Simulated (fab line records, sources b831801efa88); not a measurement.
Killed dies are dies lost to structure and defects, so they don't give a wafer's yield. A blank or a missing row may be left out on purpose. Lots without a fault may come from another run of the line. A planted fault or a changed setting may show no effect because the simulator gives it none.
Which tool did it? | flow gf180mcu | 14 lots, 40 wafers sampled, at 3 steps of a route of 602

WHAT THE GAUGES READ, wafer by wafer
GF_V5_THK_MEAS_25: measures by xrf. Usual: V5_W_THK 356 nm, standard deviation 3.7.
lot  | measured     | on            | V5_W_THK (nm) | flag
L989 | day 27 20:11 | film_metro-03 | 357 355 362   |
L990 | day 28 02:07 | film_metro-04 | 354 356 357   |
L992 | day 28 22:09 | film_metro-03 | 352 358 357   |
L994 | day 29 09:29 | film_metro-03 | 359 358 361   |
L993 | day 29 13:25 | film_metro-04 | 356 353       |
L996 | day 30 00:16 | film_metro-03 | 350 355       |
L104 | day 32 07:22 | film_metro-04 | 357 355 356   |
L105 | day 32 12:14 | film_metro-04 | 351 352 353   |
L106 | day 32 16:37 | film_metro-04 | 356 358 355   |
L107 | day 32 20:28 | film_metro-01 | 360 357 358   |
L108 | day 33 03:28 | film_metro-01 | 362 359 359   |
L109 | day 33 07:49 | film_metro-01 | 361 357 364   |
L110 | day 33 18:43 | film_metro-01 | 359 365 359   |
L111 | day 33 21:43 | film_metro-01 | 362 361 364   |

WHICH TOOL RAN EACH LOT (tool, then ch and the chambers of the sampled wafers, then the start)
lot  | GF_V4_CVD_23                  | GF_V5_CVD_02
L989 | cvd_w-02 ch 0,1, day 25 01:42 | pecvd-02 ch 0,2, day 26 22:01
L990 | cvd_w-01 ch 0,1, day 25 06:36 | pecvd-03 ch 0,1,2, day 27 03:43
L992 | cvd_w-02 ch 0,1, day 26 05:09 | pecvd-02 ch 1,2, day 28 00:55
L994 | cvd_w-02 ch 0,1, day 26 17:24 | pecvd-01 ch 0,1,2, day 28 12:41
L993 | cvd_w-01 ch 1, day 26 21:20   | pecvd-02 ch 1,2, day 28 16:10
L996 | cvd_w-01 ch 0,1, day 27 09:44 | pecvd-01 ch 1,2, day 29 03:27
L104 | cvd_w-01 ch 0,1, day 29 21:00 | pecvd-03 ch 1,2, day 31 12:16
L105 | cvd_w-01 ch 0,1, day 30 01:51 | pecvd-02 ch 0,2, day 31 17:07
L106 | cvd_w-02 ch 0,1, day 30 07:30 | pecvd-03 ch 1,2, day 31 21:38
L107 | cvd_w-02 ch 0, day 30 12:20   | pecvd-03 ch 0,1,2, day 32 01:59
L108 | cvd_w-02 ch 0,1, day 30 17:48 | pecvd-03 ch 0,1,2, day 32 08:37
L109 | cvd_w-01 ch 1, day 30 23:31   | pecvd-03 ch 0,1,2, day 32 13:04
L110 | cvd_w-01 ch 0,1, day 31 11:37 | pecvd-01 ch 0,1, day 33 00:32
L111 | cvd_w-02 ch 0,1, day 31 15:29 | pecvd-02 ch 1,2, day 33 04:29
- GF_V4_CVD_23: deposits W, target thk 350 nm, time 104.9 s.
- GF_V5_CVD_02: deposits SiO2 from TEOS, target thk 1450 nm, time 163.28 s.

WHAT THE TOOLS THEMSELVES READ (means of the sampled wafers that have a number; where no wafer has one, the mark that the record gives instead)
GF_V4_CVD_23. Usual: heater_power_outer_w 542 W, standard deviation 38; heater_power_w 872 W, standard deviation 52.
lot  | tool     | heater_power_outer_w (W) | heater_power_w (W) | flag
L989 | cvd_w-02 | 550                      | 914                |
L990 | cvd_w-01 | 514                      | 826                |
L992 | cvd_w-02 | 583                      | 915                |
L994 | cvd_w-02 | 545                      | 916                |
L993 | cvd_w-01 | 500                      | 800                |
L996 | cvd_w-01 | 512                      | 837                |
L104 | cvd_w-01 | 517                      | 848                |
L105 | cvd_w-01 | 511                      | 821                |
L106 | cvd_w-02 | 585                      | 915                |
L107 | cvd_w-02 | 608                      | 927                |
L108 | cvd_w-02 | 550                      | 901                |
L109 | cvd_w-01 | 504                      | 786                |
L110 | cvd_w-01 | 504                      | 823                |
L111 | cvd_w-02 | 553                      | 902                |

GF_V5_CVD_02. Usual: heater_power_outer_w 400 W, standard deviation 69; heater_power_w 685 W, standard deviation 78.
lot  | tool     | heater_power_outer_w (W) | heater_power_w (W) | flag
L989 | pecvd-02 | 491                      | 716                |
L990 | pecvd-03 | 409                      | 717                |
L992 | pecvd-02 | 480                      | 732                |
L994 | pecvd-01 | 381                      | 660                |
L993 | pecvd-02 | 444                      | 688                |
L996 | pecvd-01 | 328                      | 587                |
L104 | pecvd-03 | 379                      | 685                |
L105 | pecvd-02 | 481                      | 720                |
L106 | pecvd-03 | 399                      | 703                |
L107 | pecvd-03 | 397                      | 704                |
L108 | pecvd-03 | 399                      | 718                |
L109 | pecvd-03 | 395                      | 696                |
L110 | pecvd-01 | 388                      | 672                |
L111 | pecvd-02 | 455                      | 736                |

THE ANSWER, worked out from the rows above alone
Rule: a lot is off if the mean of its wafers that have a number lies more than 3 standard deviations from the usual mean. A lot without any number at a reading at which 4 lots or more have one is off too. The other lots that the step has rows for count as sound. The gauges are gone through in route order, then the tools' own readings, and for those a lot's mean is taken as printed above. The first step at which some lot is off is used, and at that step the reading that is off furthest; a lot without a number counts as furthest.
No lot is off at any reading shown: from this, nothing can be told.

WHAT THE SIMULATOR HAD PUT IN
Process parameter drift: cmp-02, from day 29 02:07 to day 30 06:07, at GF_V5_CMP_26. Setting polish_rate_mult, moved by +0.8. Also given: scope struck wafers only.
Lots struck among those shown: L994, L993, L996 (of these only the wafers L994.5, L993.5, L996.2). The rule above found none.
